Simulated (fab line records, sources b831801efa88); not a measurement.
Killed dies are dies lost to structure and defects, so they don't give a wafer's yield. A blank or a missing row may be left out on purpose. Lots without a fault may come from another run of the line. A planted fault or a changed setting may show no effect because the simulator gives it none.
Chamber matching | flow gf180mcu | GF_V3_CMP_26 on cmp-01: 4 sister chambers
The step polishes, stops on SiO2, t overpolish 15 s, target thk 0 nm. 15 wafers are shown with their chamber, then 7 later ones without.

WAFERS WITH THEIR CHAMBER
wafer  | chamber | motor_current_A (A) | time_to_endpoint_s (s)
L956.1 | 0       | 11.0                | 83
L956.2 | 1       | 9.9                 | 81
L956.5 | 0       | 11.4                | 86
L957.1 | 2       | 12.2                | 83
L957.4 | 0       | 12.0                | 82
L957.6 | 0       | 11.3                | 81
L958.3 | 2       | 11.8                | 86
L958.4 | 0       | 11.3                | 89
L958.5 | 2       | 11.2                | 86
L960.1 | 3       | 10.5                | 90
L960.5 | 1       | 9.4                 | 88
L960.6 | 0       | 11.3                | 91
L964.3 | 2       | 12.0                | 88
L964.4 | 0       | 12.0                | 87
L964.6 | 1       | 9.8                 | 84

SIGNATURES (means of the wafers above)
reading            | chamber 0 | chamber 1 | chamber 2 | chamber 3 | scatter within a chamber
motor_current_A    | 11.471    | 9.700     | 11.800    | 10.500    | 0.378
time_to_endpoint_s | 85.57     | 84.33     | 85.75     | 90.00     | 3.32
Rule: a wafer's distance from a chamber is the root of the sum, over the readings, of the square of ((its reading less the chamber's mean) divided by the reading's scatter). The wafer belongs to the nearest chamber; if the next one is less than 2 further off, it can't be placed. The scatter: the root of (the sum of the squares of (reading less its chamber's mean) over the shown wafers, divided by (wafers less chambers)).

WAFERS WITHOUT THEIR CHAMBER
wafer  | motor_current_A (A) | time_to_endpoint_s (s)
L970.6 | 11.1                | 87
L977.4 | 10.5                | 84
L977.5 | 11.4                | 86
L977.6 | 11.0                | 87
L979.1 | 11.5                | 86
L979.3 | 11.3                | 87
L979.4 | 9.6                 | 82

WHICH CHAMBER EACH WENT THROUGH
wafer  | from the rows above               | in truth
L970.6 | can't be placed: 0 or 3 or 2      | 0
L977.4 | can't be placed: 3 or 1 or 0 or 2 | 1
L977.5 | can't be placed: 0 or 2           | 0
L977.6 | can't be placed: 0 or 3 or 2      | 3
L979.1 | can't be placed: 0 or 2           | 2
L979.3 | can't be placed: 0 or 2 or 3      | 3
L979.4 | 1                                 | 1
Placed correctly: 1 of 7. Can't be placed from these rows: 6 (the true chamber is among the candidates in 6). Placed wrongly: 0.
